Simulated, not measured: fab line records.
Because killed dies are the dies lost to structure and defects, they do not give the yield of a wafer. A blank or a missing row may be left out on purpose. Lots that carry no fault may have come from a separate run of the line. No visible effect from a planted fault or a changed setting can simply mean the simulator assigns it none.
Code-filled problem report in 8D (eight disciplines) form -- flow sky130 -- the parts of the form that need people (team, actions taken, sign-off) are left out

## 1. THE ISSUE
Mean of tube center temp C at SKY_GATE_OXIDE_OXIDATION_16: 783 C across 6 wafers in 2 lots; on wafers with no fault it is 800 C (standard deviation 0.078). So: -99 or more standard deviations from the usual mean.
The step: stabilise 600 s, purge 300 s, target thk 3.57 nm.
Seen first at day 20 05:32 on furnace-02, wafer L856.1. The record holds 18 wafers of 6 lots with a number at this step. Rule for "out" (also "out of limits"): further than 4 standard deviations from the usual mean. The other wafers with a number count as sound.

## 2. WHAT IT IS AND WHAT IT IS NOT
question,is,is not
which readings at this step,"tube center temp C, spike tc bottom C, spike tc centre C, spike tc lower C, spike tc top C, spike tc upper C, tube_center_temp_C_max",-
which lots,"L856, L858","L838, L840, L845, L850"
which wafers of those lots,all that have a number,-
read on which tools,furnace-02,furnace-01
when,from day 20 05:32,up to then (12 sound wafers)

## 3. WHAT RULES OUT EACH SUSPECT
Counting: any tool at a process step up to the reading is kept as a suspect provided that every lot that is out went through it and no sound lot did after the first of them.
- furnace-02 at SKY_GATE_OXIDE_OXIDATION_16 (stabilise 600 s, purge 300 s, target thk 3.57 nm): kept. It ran every lot that is out, first L856 (day 20 05:32), and no sound lot after that; its last sound lot up to then is L840 (day 14 20:58). Out on those wafers are its own readings of spike tc bottom C, spike tc centre C, spike tc lower C, spike tc top C, spike tc upper C, tube center temp C, tube_center_temp_C_max.
Remaining after the count: furnace-02 at SKY_GATE_OXIDE_OXIDATION_16.

## 4. THE CAUSE (what the simulator had put in)
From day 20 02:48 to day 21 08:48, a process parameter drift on furnace-02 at SKY_GATE_OXIDE_OXIDATION_16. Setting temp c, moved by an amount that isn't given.
This tool alone remained once counting was done.

## 5. THE CHAIN OF EFFECTS, in route order
Rows list readings where the struck wafers' mean (over those with a number) sits beyond 3 standard deviations from the usual. Readings are gone through only where the record gives a usual standard deviation; hours: the median, over the lots, of the time from a lot's start at the first step in this table giving one to that lot's start at this step; sigmas: the change measured in usual standard deviations.
hours,step,reading,usual,on struck wafers,change,sigmas
0,SKY_GATE_OXIDE_OXIDATION_16,spike tc bottom C,818.9 C,803.4,-15.5,-11
0,SKY_GATE_OXIDE_OXIDATION_16,spike tc centre C,800.8 C,783.9,-16.9,-15
0,SKY_GATE_OXIDE_OXIDATION_16,spike tc lower C,800.7 C,783.7,-17.0,-18
0,SKY_GATE_OXIDE_OXIDATION_16,spike tc top C,815.3 C,798.2,-17.1,-9.5
0,SKY_GATE_OXIDE_OXIDATION_16,spike tc upper C,801.8 C,784.8,-17.0,-15
0,SKY_GATE_OXIDE_OXIDATION_16,tube center temp C,800 C,783,-17,-99 or more
0,SKY_GATE_OXIDE_OXIDATION_16,tube_center_temp_C_max,802.1,785.4,-16.7,-52
Its process steps:
- SKY_GATE_OXIDE_OXIDATION_16: stabilise 600 s, purge 300 s, target thk 3.57 nm.

## 6. WHAT WOULD HAVE CAUGHT IT SOONER
First out-of-limits reading in this record: day 20 05:32, which is 3 hours after fault onset at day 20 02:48.
